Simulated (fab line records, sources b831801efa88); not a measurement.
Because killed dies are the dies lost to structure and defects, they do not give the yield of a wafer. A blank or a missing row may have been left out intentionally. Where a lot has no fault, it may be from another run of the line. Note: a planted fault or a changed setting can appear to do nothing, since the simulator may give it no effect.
fab line records / flow sky130
[record] lots = 13 wafers = 39 lastDay = 50
route steps=708 shown LDD_N@252 VIA1@459 METAL2@488
lots that met no fault: from a run of the same line without faults
startH: the number of hours between the record's first day and the start of the first shown wafer of the lot / waitH: time in hours since the lot's previous step / " the same as in the row above / L1.1+2: a row that stands for several wafers / - either no value or no given start / * or withheld: withheld / < > ~ a bound
route shown NAME@n: names a module that has steps shown in the file, with the first one's number in the route / usual: mean and standard deviation over wafers with no fault / same: alike in all rows / chamber/n: place in a boat / sites: readings site by site / _std_site: standard deviation across them / _edge_site: outer sites' mean less inner sites' / radiusMm: for every site, how far away it sits from the centre of the wafer / mask NAME#n: copy n / behind: the last tool/chamber to shape the wafer / hold: reason for holding the lot/hours on hold/outcome of the hold / device: the transistor (n, p or np) that didn't switch / end of line: the same wafers' tests at the end of the route / step lacking rows: just its recipe / killed: dies lost to structure and defects at the first sort, not the wafer's yield / map: dies across one wafer; x = killed, . = not, _ = none there
set.NAME: setting as actually run; set.NAME@STEP: the setting as run at that earlier step / model.NAME: the simulator's own value behind a step, which no gauge read
the route's steps for a sample of lots (tables are steps, rows are wafers)
services: the hour from which a tool's chamber was out of use, counted from the record's first day as startH (under 0 if before that day), plus the number of hours and why
[[steps]]
[step SKY_LDD_N_IMPLANT_15]
[recipe] species = BF2 energyKev = 50 doseCm2 = 5e+12 tiltDeg = 30 rotationDeg = 270
[usual] doseIonsCm2 = 4.999e+12/5.8e+09 faradayCurrentUA = 28.3/0.55
lot.wafer=L159.3 tool=implanter-01 chamber=0 startH=424.72 waitH=0.1 doseIonsCm2=5.003e+12 faradayCurrentUA=28.2
lot.wafer=L159.4 tool=implanter-01 chamber=0 startH=424.72 waitH=0.1 doseIonsCm2=4.994e+12 faradayCurrentUA=27.8
lot.wafer=L159.5 tool=implanter-01 chamber=0 startH=424.72 waitH=0.1 doseIonsCm2=5.002e+12 faradayCurrentUA=28.7
lot.wafer=L163.2 tool=implanter-02 chamber=0 startH=453.04 waitH=0.1 doseIonsCm2=5.004e+12 faradayCurrentUA=28.0
lot.wafer=L163.3 tool=implanter-02 chamber=0 startH=453.04 waitH=0.1 doseIonsCm2=5.004e+12 faradayCurrentUA=27.6
lot.wafer=L163.4 tool=implanter-02 chamber=0 startH=453.04 waitH=0.1 doseIonsCm2=5e+12 faradayCurrentUA=27.7
lot.wafer=L164.1 tool=implanter-01 chamber=0 startH=456.19 waitH=0.1 doseIonsCm2=5.005e+12 faradayCurrentUA=28.1
lot.wafer=L164.3 tool=implanter-01 chamber=0 startH=456.19 waitH=0.1 doseIonsCm2=5.002e+12 faradayCurrentUA=28.5
lot.wafer=L164.6 tool=implanter-01 chamber=0 startH=456.19 waitH=0.1 doseIonsCm2=5.001e+12 faradayCurrentUA=28.1
lot.wafer=L165.2 tool=implanter-01 chamber=0 startH=468.71 waitH=0.1 doseIonsCm2=5.002e+12 faradayCurrentUA=28.6
lot.wafer=L165.5 tool=implanter-01 chamber=0 startH=468.71 waitH=0.1 doseIonsCm2=5.009e+12 faradayCurrentUA=28.0
lot.wafer=L165.6 tool=implanter-01 chamber=0 startH=468.71 waitH=0.1 doseIonsCm2=5.003e+12 faradayCurrentUA=28.2
lot.wafer=L166.1 tool=implanter-01 chamber=0 startH=473.75 waitH=0.1 doseIonsCm2=4.994e+12 faradayCurrentUA=27.5
lot.wafer=L166.4 tool=implanter-01 chamber=0 startH=473.75 waitH=0.1 doseIonsCm2=5.001e+12 faradayCurrentUA=28.2
lot.wafer=L166.6 tool=implanter-01 chamber=0 startH=473.75 waitH=0.1 doseIonsCm2=4.99e+12 faradayCurrentUA=28.4
lot.wafer=L167.1 tool=implanter-01 chamber=0 startH=487.49 waitH=0.1 doseIonsCm2=4.987e+12 faradayCurrentUA=28.4
lot.wafer=L167.5 tool=implanter-01 chamber=0 startH=487.49 waitH=0.1 doseIonsCm2=4.989e+12 faradayCurrentUA=29.0
lot.wafer=L167.6 tool=implanter-01 chamber=0 startH=487.49 waitH=0.1 doseIonsCm2=4.989e+12 faradayCurrentUA=29.2
lot.wafer=L170.1 tool=implanter-02 chamber=0 startH=508.31 waitH=0.1 doseIonsCm2=5.01e+12 faradayCurrentUA=29.8
lot.wafer=L170.2 tool=implanter-02 chamber=0 startH=508.31 waitH=0.1 doseIonsCm2=5e+12 faradayCurrentUA=28.1
lot.wafer=L170.3 tool=implanter-02 chamber=0 startH=508.31 waitH=0.1 doseIonsCm2=5.002e+12 faradayCurrentUA=28.3
lot.wafer=L172.2 tool=implanter-01 chamber=0 startH=521.77 waitH=0.1 doseIonsCm2=5.004e+12 faradayCurrentUA=27.8
lot.wafer=L172.3 tool=implanter-01 chamber=0 startH=521.77 waitH=0.1 doseIonsCm2=5.001e+12 faradayCurrentUA=28.6
lot.wafer=L172.4 tool=implanter-01 chamber=0 startH=521.77 waitH=0.1 doseIonsCm2=5.004e+12 faradayCurrentUA=27.6
lot.wafer=L174.3 tool=implanter-01 chamber=0 startH=540.46 waitH=0.1 doseIonsCm2=6.298e+12 faradayCurrentUA=36.1
lot.wafer=L174.4 tool=implanter-01 chamber=0 startH=540.46 waitH=0.1 doseIonsCm2=6.288e+12 faradayCurrentUA=35.4
lot.wafer=L174.6 tool=implanter-01 chamber=0 startH=540.46 waitH=0.1 doseIonsCm2=6.294e+12 faradayCurrentUA=35.0
lot.wafer=L179.2 tool=implanter-01 chamber=0 startH=578.41 waitH=0.1 doseIonsCm2=6.289e+12 faradayCurrentUA=35.2
lot.wafer=L179.5 tool=implanter-01 chamber=0 startH=578.41 waitH=0.1 doseIonsCm2=6.28e+12 faradayCurrentUA=35.1
lot.wafer=L179.6 tool=implanter-01 chamber=0 startH=578.41 waitH=0.1 doseIonsCm2=6.277e+12 faradayCurrentUA=37.1
lot.wafer=L180.2 tool=implanter-04 chamber=0 startH=594.74 waitH=0.1 doseIonsCm2=5e+12 faradayCurrentUA=28.5
lot.wafer=L180.4 tool=implanter-04 chamber=0 startH=594.74 waitH=0.1 doseIonsCm2=5.003e+12 faradayCurrentUA=28.4
lot.wafer=L180.5 tool=implanter-04 chamber=0 startH=594.74 waitH=0.1 doseIonsCm2=5e+12 faradayCurrentUA=28.2
lot.wafer=L181.3 tool=implanter-04 chamber=0 startH=598.31 waitH=0.1 doseIonsCm2=4.998e+12 faradayCurrentUA=26.9
lot.wafer=L181.4 tool=implanter-04 chamber=0 startH=598.31 waitH=0.1 doseIonsCm2=4.999e+12 faradayCurrentUA=27.9
lot.wafer=L181.5 tool=implanter-04 chamber=0 startH=598.31 waitH=0.1 doseIonsCm2=5.003e+12 faradayCurrentUA=28.4
lot.wafer=L182.1 tool=implanter-04 chamber=0 startH=602.04 waitH=0.1 doseIonsCm2=5.008e+12 faradayCurrentUA=28.8
lot.wafer=L182.3 tool=implanter-04 chamber=0 startH=602.04 waitH=0.1 doseIonsCm2=5.009e+12 faradayCurrentUA=28.4
lot.wafer=L182.5 tool=implanter-04 chamber=0 startH=602.04 waitH=0.1 doseIonsCm2=5.004e+12 faradayCurrentUA=29.4
[step SKY_VIA1_THK_MEAS_01]
[recipe] reads = SiO2_of_VIA1_HDPCVD_00
[usual] VIA1_HDPCVD_THK = 1025/9.5
lot.wafer=L159.3 tool=filmMetro-02 chamber=- startH=783.43 waitH=0.1 VIA1_HDPCVD_THK[nm]=1028
lot.wafer=L159.4 tool=filmMetro-02 chamber=- startH=783.43 waitH=0.1 VIA1_HDPCVD_THK[nm]=1028
lot.wafer=L159.5 tool=filmMetro-02 chamber=- startH=783.43 waitH=0.1 VIA1_HDPCVD_THK[nm]=1028
lot.wafer=L163.2 tool=filmMetro-01 chamber=- startH=807.51 waitH=0.1 VIA1_HDPCVD_THK[nm]=1025
lot.wafer=L163.3 tool=filmMetro-01 chamber=- startH=807.51 waitH=0.1 VIA1_HDPCVD_THK[nm]=1025
lot.wafer=L163.4 tool=filmMetro-01 chamber=- startH=807.51 waitH=0.1 VIA1_HDPCVD_THK[nm]=1036
lot.wafer=L164.1 tool=filmMetro-01 chamber=- startH=810.21 waitH=0.1 VIA1_HDPCVD_THK[nm]=1027
lot.wafer=L164.3 tool=filmMetro-01 chamber=- startH=810.21 waitH=0.1 VIA1_HDPCVD_THK[nm]=1020
lot.wafer=L164.6 tool=filmMetro-01 chamber=- startH=810.21 waitH=0.1 VIA1_HDPCVD_THK[nm]=1037
lot.wafer=L165.2 tool=filmMetro-02 chamber=- startH=821.03 waitH=0.1 VIA1_HDPCVD_THK[nm]=1031
lot.wafer=L165.5 tool=filmMetro-02 chamber=- startH=821.03 waitH=0.1 VIA1_HDPCVD_THK[nm]=1022
lot.wafer=L165.6 tool=filmMetro-02 chamber=- startH=821.03 waitH=0.1 VIA1_HDPCVD_THK[nm]=1029
lot.wafer=L166.1 tool=filmMetro-03 chamber=- startH=825.35 waitH=0.1 VIA1_HDPCVD_THK[nm]=1030
lot.wafer=L166.4 tool=filmMetro-03 chamber=- startH=825.35 waitH=0.1 VIA1_HDPCVD_THK[nm]=1021
lot.wafer=L166.6 tool=filmMetro-03 chamber=- startH=825.35 waitH=0.1 VIA1_HDPCVD_THK[nm]=1025
lot.wafer=L167.1 tool=filmMetro-02 chamber=- startH=837.79 waitH=0.1 VIA1_HDPCVD_THK[nm]=1024
lot.wafer=L167.5 tool=filmMetro-02 chamber=- startH=837.79 waitH=0.1 VIA1_HDPCVD_THK[nm]=1008
lot.wafer=L167.6 tool=filmMetro-02 chamber=- startH=837.79 waitH=0.1 VIA1_HDPCVD_THK[nm]=1038
lot.wafer=L170.1 tool=filmMetro-01 chamber=- startH=854.26 waitH=0.1 VIA1_HDPCVD_THK[nm]=1021
lot.wafer=L170.2 tool=filmMetro-01 chamber=- startH=854.26 waitH=0.1 VIA1_HDPCVD_THK[nm]=1028
lot.wafer=L170.3 tool=filmMetro-01 chamber=- startH=854.26 waitH=0.1 VIA1_HDPCVD_THK[nm]=1020
lot.wafer=L172.2 tool=filmMetro-02 chamber=- startH=876.75 waitH=0.1 VIA1_HDPCVD_THK[nm]=1027
lot.wafer=L172.3 tool=filmMetro-02 chamber=- startH=876.75 waitH=0.1 VIA1_HDPCVD_THK[nm]=1035
lot.wafer=L172.4 tool=filmMetro-02 chamber=- startH=876.75 waitH=0.1 VIA1_HDPCVD_THK[nm]=1022
lot.wafer=L174.3 tool=filmMetro-01 chamber=- startH=883.10 waitH=0.1 VIA1_HDPCVD_THK[nm]=1021
lot.wafer=L174.4 tool=filmMetro-01 chamber=- startH=883.10 waitH=0.1 VIA1_HDPCVD_THK[nm]=1040
lot.wafer=L174.6 tool=filmMetro-01 chamber=- startH=883.10 waitH=0.1 VIA1_HDPCVD_THK[nm]=1030
lot.wafer=L179.2 tool=filmMetro-02 chamber=- startH=914.33 waitH=0.1 VIA1_HDPCVD_THK[nm]=1005
lot.wafer=L179.5 tool=filmMetro-02 chamber=- startH=914.33 waitH=0.1 VIA1_HDPCVD_THK[nm]=1020
lot.wafer=L179.6 tool=filmMetro-02 chamber=- startH=914.33 waitH=0.1 VIA1_HDPCVD_THK[nm]=1015
lot.wafer=L180.2 tool=filmMetro-03 chamber=- startH=930.88 waitH=0.1 VIA1_HDPCVD_THK[nm]=1009
lot.wafer=L180.4 tool=filmMetro-03 chamber=- startH=930.88 waitH=0.1 VIA1_HDPCVD_THK[nm]=1007
lot.wafer=L180.5 tool=filmMetro-03 chamber=- startH=930.88 waitH=0.1 VIA1_HDPCVD_THK[nm]=1029
lot.wafer=L181.3 tool=filmMetro-01 chamber=- startH=932.72 waitH=0.1 VIA1_HDPCVD_THK[nm]=1029
lot.wafer=L181.4 tool=filmMetro-01 chamber=- startH=932.72 waitH=0.1 VIA1_HDPCVD_THK[nm]=1008
lot.wafer=L181.5 tool=filmMetro-01 chamber=- startH=932.72 waitH=0.1 VIA1_HDPCVD_THK[nm]=1031
lot.wafer=L182.1 tool=filmMetro-03 chamber=- startH=936.66 waitH=0.1 VIA1_HDPCVD_THK[nm]=1004
lot.wafer=L182.3 tool=filmMetro-03 chamber=- startH=936.66 waitH=0.1 VIA1_HDPCVD_THK[nm]=1016
lot.wafer=L182.5 tool=filmMetro-03 chamber=- startH=936.66 waitH=0.1 VIA1_HDPCVD_THK[nm]=1007
[step SKY_VIA1_CVD_21]
[recipe] material = W targetThkNm = 270 timeS = 80.902 tempC = 400 pressureTorr = 40
[usual] heaterPowerW = 861/90
lot.wafer=L159.3 tool=cvdW-01 chamber=1 startH=810.67 waitH=0.1 heaterPowerW=774
lot.wafer=L159.4 tool=cvdW-01 chamber=0 startH=810.67 waitH=0.1 heaterPowerW=979
lot.wafer=L159.5 tool=cvdW-01 chamber=0 startH=810.67 waitH=0.1 heaterPowerW=1001
lot.wafer=L163.2 tool=cvdW-01 chamber=1 startH=835.31 waitH=0.0 heaterPowerW=767
lot.wafer=L163.3 tool=cvdW-01 chamber=1 startH=835.31 waitH=0.0 heaterPowerW=764
lot.wafer=L163.4 tool=cvdW-01 chamber=0 startH=835.31 waitH=0.0 heaterPowerW=981
lot.wafer=L164.1 tool=cvdW-01 chamber=0 startH=838.27 waitH=0.0 heaterPowerW=1005
lot.wafer=L164.3 tool=cvdW-01 chamber=0 startH=838.27 waitH=0.0 heaterPowerW=964
lot.wafer=L164.6 tool=cvdW-01 chamber=0 startH=838.27 waitH=0.0 heaterPowerW=1014
lot.wafer=L165.2 tool=cvdW-02 chamber=0 startH=848.96 waitH=0.0 heaterPowerW=957
lot.wafer=L165.5 tool=cvdW-02 chamber=1 startH=848.96 waitH=0.0 heaterPowerW=821
lot.wafer=L165.6 tool=cvdW-02 chamber=0 startH=848.96 waitH=0.0 heaterPowerW=945
lot.wafer=L166.1 tool=cvdW-02 chamber=0 startH=852.86 waitH=0.0 heaterPowerW=938
lot.wafer=L166.4 tool=cvdW-02 chamber=1 startH=852.86 waitH=0.0 heaterPowerW=817
lot.wafer=L166.6 tool=cvdW-02 chamber=1 startH=852.86 waitH=0.0 heaterPowerW=821
lot.wafer=L167.1 tool=cvdW-01 chamber=1 startH=865.55 waitH=0.0 heaterPowerW=763
lot.wafer=L167.5 tool=cvdW-01 chamber=1 startH=865.55 waitH=0.0 heaterPowerW=762
lot.wafer=L167.6 tool=cvdW-01 chamber=0 startH=865.55 waitH=0.0 heaterPowerW=983
lot.wafer=L170.1 tool=cvdW-02 chamber=0 startH=881.87 waitH=0.0 heaterPowerW=947
lot.wafer=L170.2 tool=cvdW-02 chamber=1 startH=881.87 waitH=0.0 heaterPowerW=834
lot.wafer=L170.3 tool=cvdW-02 chamber=1 startH=881.87 waitH=0.0 heaterPowerW=820
lot.wafer=L172.2 tool=cvdW-02 chamber=1 startH=903.81 waitH=0.0 heaterPowerW=827
lot.wafer=L172.3 tool=cvdW-02 chamber=1 startH=903.81 waitH=0.0 heaterPowerW=807
lot.wafer=L172.4 tool=cvdW-02 chamber=0 startH=903.81 waitH=0.0 heaterPowerW=946
lot.wafer=L174.3 tool=cvdW-01 chamber=0 startH=910.19 waitH=0.1 heaterPowerW=997
lot.wafer=L174.4 tool=cvdW-01 chamber=1 startH=910.19 waitH=0.1 heaterPowerW=773
lot.wafer=L174.6 tool=cvdW-01 chamber=1 startH=910.19 waitH=0.1 heaterPowerW=763
lot.wafer=L179.2 tool=cvdW-02 chamber=0 startH=940.50 waitH=0.1 heaterPowerW=885
lot.wafer=L179.5 tool=cvdW-02 chamber=0 startH=940.50 waitH=0.1 heaterPowerW=896
lot.wafer=L179.6 tool=cvdW-02 chamber=0 startH=940.50 waitH=0.1 heaterPowerW=884
lot.wafer=L180.2 tool=cvdW-01 chamber=0 startH=956.78 waitH=0.0 heaterPowerW=969
lot.wafer=L180.4 tool=cvdW-01 chamber=0 startH=956.78 waitH=0.0 heaterPowerW=1005
lot.wafer=L180.5 tool=cvdW-01 chamber=0 startH=956.78 waitH=0.0 heaterPowerW=967
lot.wafer=L181.3 tool=cvdW-02 chamber=0 startH=958.48 waitH=0.1 heaterPowerW=890
lot.wafer=L181.4 tool=cvdW-02 chamber=1 startH=958.48 waitH=0.1 heaterPowerW=792
lot.wafer=L181.5 tool=cvdW-02 chamber=1 startH=958.48 waitH=0.1 heaterPowerW=739
lot.wafer=L182.1 tool=cvdW-01 chamber=1 startH=962.25 waitH=0.0 heaterPowerW=742
lot.wafer=L182.3 tool=cvdW-01 chamber=1 startH=962.25 waitH=0.0 heaterPowerW=775
lot.wafer=L182.5 tool=cvdW-01 chamber=0 startH=962.25 waitH=0.0 heaterPowerW=1000
[step SKY_METAL2_RS_MEAS_05]
[recipe] thkMeasGauge = four-point-probe reads = TiN_of_METAL2_SPUTTER_04+Ti_of_METAL2_SPUTTER_03+AlCu_of_METAL2_SPUTTER_02+TiN_of_METAL2_SPUTTER_01+Ti_of_METAL2_SPUTTER_00
[usual] METAL2_ALCU_RS = 0.1275/0.0015
lot.wafer=L159.3 tool=filmMetro-02 chamber=- startH=811.39 waitH=0.1 METAL2_ALCU_RS[ohm/sq]=0.1261
lot.wafer=L159.4 tool=filmMetro-02 chamber=- startH=811.39 waitH=0.1 METAL2_ALCU_RS[ohm/sq]=0.1254
lot.wafer=L159.5 tool=filmMetro-02 chamber=- startH=811.39 waitH=0.1 METAL2_ALCU_RS[ohm/sq]=0.1285
lot.wafer=L163.2 tool=filmMetro-01 chamber=- startH=836.13 waitH=0.0 METAL2_ALCU_RS[ohm/sq]=0.1275
lot.wafer=L163.3 tool=filmMetro-01 chamber=- startH=836.13 waitH=0.0 METAL2_ALCU_RS[ohm/sq]=0.1274
lot.wafer=L163.4 tool=filmMetro-01 chamber=- startH=836.13 waitH=0.0 METAL2_ALCU_RS[ohm/sq]=0.1255
lot.wafer=L164.1 tool=filmMetro-04 chamber=- startH=838.98 waitH=0.0 METAL2_ALCU_RS[ohm/sq]=0.1266
lot.wafer=L164.3 tool=filmMetro-04 chamber=- startH=838.98 waitH=0.0 METAL2_ALCU_RS[ohm/sq]=0.1275
lot.wafer=L164.6 tool=filmMetro-04 chamber=- startH=838.98 waitH=0.0 METAL2_ALCU_RS[ohm/sq]=0.1276
lot.wafer=L165.2 tool=filmMetro-04 chamber=- startH=849.69 waitH=0.0 METAL2_ALCU_RS[ohm/sq]=0.1280
lot.wafer=L165.5 tool=filmMetro-04 chamber=- startH=849.69 waitH=0.0 METAL2_ALCU_RS[ohm/sq]=0.1284
lot.wafer=L165.6 tool=filmMetro-04 chamber=- startH=849.69 waitH=0.0 METAL2_ALCU_RS[ohm/sq]=0.1284
lot.wafer=L166.1 tool=filmMetro-02 chamber=- startH=853.57 waitH=0.0 METAL2_ALCU_RS[ohm/sq]=0.1271
lot.wafer=L166.4 tool=filmMetro-02 chamber=- startH=853.57 waitH=0.0 METAL2_ALCU_RS[ohm/sq]=0.1267
lot.wafer=L166.6 tool=filmMetro-02 chamber=- startH=853.57 waitH=0.0 METAL2_ALCU_RS[ohm/sq]=0.1253
lot.wafer=L167.1 tool=filmMetro-01 chamber=- startH=866.48 waitH=0.0 METAL2_ALCU_RS[ohm/sq]=0.1241
lot.wafer=L167.5 tool=filmMetro-01 chamber=- startH=866.48 waitH=0.0 METAL2_ALCU_RS[ohm/sq]=0.1267
lot.wafer=L167.6 tool=filmMetro-01 chamber=- startH=866.48 waitH=0.0 METAL2_ALCU_RS[ohm/sq]=0.1270
lot.wafer=L170.1 tool=filmMetro-01 chamber=- startH=882.58 waitH=0.0 METAL2_ALCU_RS[ohm/sq]=0.1290
lot.wafer=L170.2 tool=filmMetro-01 chamber=- startH=882.58 waitH=0.0 METAL2_ALCU_RS[ohm/sq]=0.1261
lot.wafer=L170.3 tool=filmMetro-01 chamber=- startH=882.58 waitH=0.0 METAL2_ALCU_RS[ohm/sq]=0.1258
lot.wafer=L172.2 tool=filmMetro-04 chamber=- startH=904.54 waitH=0.0 METAL2_ALCU_RS[ohm/sq]=0.1281
lot.wafer=L172.3 tool=filmMetro-04 chamber=- startH=904.54 waitH=0.0 METAL2_ALCU_RS[ohm/sq]=0.1257
lot.wafer=L172.4 tool=filmMetro-04 chamber=- startH=904.54 waitH=0.0 METAL2_ALCU_RS[ohm/sq]=0.1251
lot.wafer=L174.3 tool=filmMetro-02 chamber=- startH=910.91 waitH=0.1 METAL2_ALCU_RS[ohm/sq]=0.1287
lot.wafer=L174.4 tool=filmMetro-02 chamber=- startH=910.91 waitH=0.1 METAL2_ALCU_RS[ohm/sq]=0.1283
lot.wafer=L174.6 tool=filmMetro-02 chamber=- startH=910.91 waitH=0.1 METAL2_ALCU_RS[ohm/sq]=0.1274
lot.wafer=L179.2 tool=filmMetro-04 chamber=- startH=941.29 waitH=0.0 METAL2_ALCU_RS[ohm/sq]=0.1268
lot.wafer=L179.5 tool=filmMetro-04 chamber=- startH=941.29 waitH=0.0 METAL2_ALCU_RS[ohm/sq]=0.1284
lot.wafer=L179.6 tool=filmMetro-04 chamber=- startH=941.29 waitH=0.0 METAL2_ALCU_RS[ohm/sq]=0.1269
lot.wafer=L180.2 tool=filmMetro-04 chamber=- startH=957.52 waitH=0.0 METAL2_ALCU_RS[ohm/sq]=0.1297
lot.wafer=L180.4 tool=filmMetro-04 chamber=- startH=957.52 waitH=0.0 METAL2_ALCU_RS[ohm/sq]=0.1302
lot.wafer=L180.5 tool=filmMetro-04 chamber=- startH=957.52 waitH=0.0 METAL2_ALCU_RS[ohm/sq]=0.1295
lot.wafer=L181.3 tool=filmMetro-01 chamber=- startH=959.20 waitH=0.1 METAL2_ALCU_RS[ohm/sq]=0.1288
lot.wafer=L181.4 tool=filmMetro-01 chamber=- startH=959.20 waitH=0.1 METAL2_ALCU_RS[ohm/sq]=0.1268
lot.wafer=L181.5 tool=filmMetro-01 chamber=- startH=959.20 waitH=0.1 METAL2_ALCU_RS[ohm/sq]=0.1279
lot.wafer=L182.1 tool=filmMetro-01 chamber=- startH=962.97 waitH=0.0 METAL2_ALCU_RS[ohm/sq]=0.1278
lot.wafer=L182.3 tool=filmMetro-01 chamber=- startH=962.97 waitH=0.0 METAL2_ALCU_RS[ohm/sq]=0.1284
lot.wafer=L182.5 tool=filmMetro-01 chamber=- startH=962.97 waitH=0.0 METAL2_ALCU_RS[ohm/sq]=0.1288
[[services]]
tool=implanter-04 chamber=- startH=421.08 hours=4.0 kind=pm
tool=implanter-01 chamber=- startH=432.44 hours=3.0 kind=pm
tool=cvdW-01 chamber=- startH=477.56 hours=1.6 kind=repair
tool=implanter-01 chamber=- startH=502.54 hours=2.8 kind=repair
tool=cvdW-02 chamber=- startH=533.86 hours=2.8 kind=pm
tool=implanter-01 chamber=- startH=552.13 hours=5.5 kind=repair
tool=cvdW-01 chamber=- startH=599.89 hours=2.6 kind=repair
tool=implanter-04 chamber=- startH=602.23 hours=4.7 kind=repair
tool=implanter-04 chamber=- startH=625.78 hours=9.0 kind=repair
tool=cvdW-02 chamber=1 startH=632.87 hours=16.4 kind=repair
tool=cvdW-02 chamber=0 startH=643.88 hours=7.2 kind=repair
tool=implanter-01 chamber=- startH=671.43 hours=41.6 kind=pm
tool=cvdW-01 chamber=- startH=702.77 hours=6.9 kind=pm
tool=implanter-04 chamber=- startH=703.49 hours=2.9 kind=repair
tool=implanter-04 chamber=- startH=705.29 hours=16.1 kind=repair
tool=implanter-01 chamber=- startH=747.89 hours=4.7 kind=pm
tool=cvdW-01 chamber=1 startH=755.56 hours=28.0 kind=repair
tool=cvdW-01 chamber=0 startH=813.49 hours=15.3 kind=repair
tool=cvdW-02 chamber=- startH=822.32 hours=14.0 kind=repair
tool=implanter-01 chamber=- startH=833.21 hours=1.2 kind=repair
tool=cvdW-01 chamber=- startH=839.90 hours=14.6 kind=pm
tool=cvdW-01 chamber=0 startH=871.13 hours=2.8 kind=repair
tool=cvdW-02 chamber=- startH=904.00 hours=14.0 kind=pm
tool=cvdW-02 chamber=1 startH=938.04 hours=2.7 kind=repair
[[key]]
[firstSign] step = SKY_LDD_N_IMPLANT_15 reading = doseIonsCm2 direction = up sigmas = 99+ usual = * struck = *
[effect] step = SKY_LDD_N_IMPLANT_15 reading = faradayCurrentUA direction = up sigmas = 13 usual = 28.3 struck = 35.6
metAt SKY_LDD_N_IMPLANT_15
struckLots L174,L179
testerLeftOut L174,L179
notActingAt SKY_VIA1_THK_MEAS_01,SKY_VIA1_CVD_21,SKY_METAL2_RS_MEAS_05
onsetBetween 521.77 540.46
[fault] kind = processParameterDrift tool = implanter-01 chamber = - onsetH = 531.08 steps = SKY_LDD_N_IMPLANT_15 channel = doseCm2 offset = * shape = step endH = 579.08 actsIn = * stated = *
// testerLeftOut: of these lots the tester's yield and bins aren't shown, on N5 and GAA mostly nor the transistor test; their killed dies are dies lost to structure and defects alone, not to doping, threshold or leakage, so they don't give the yield
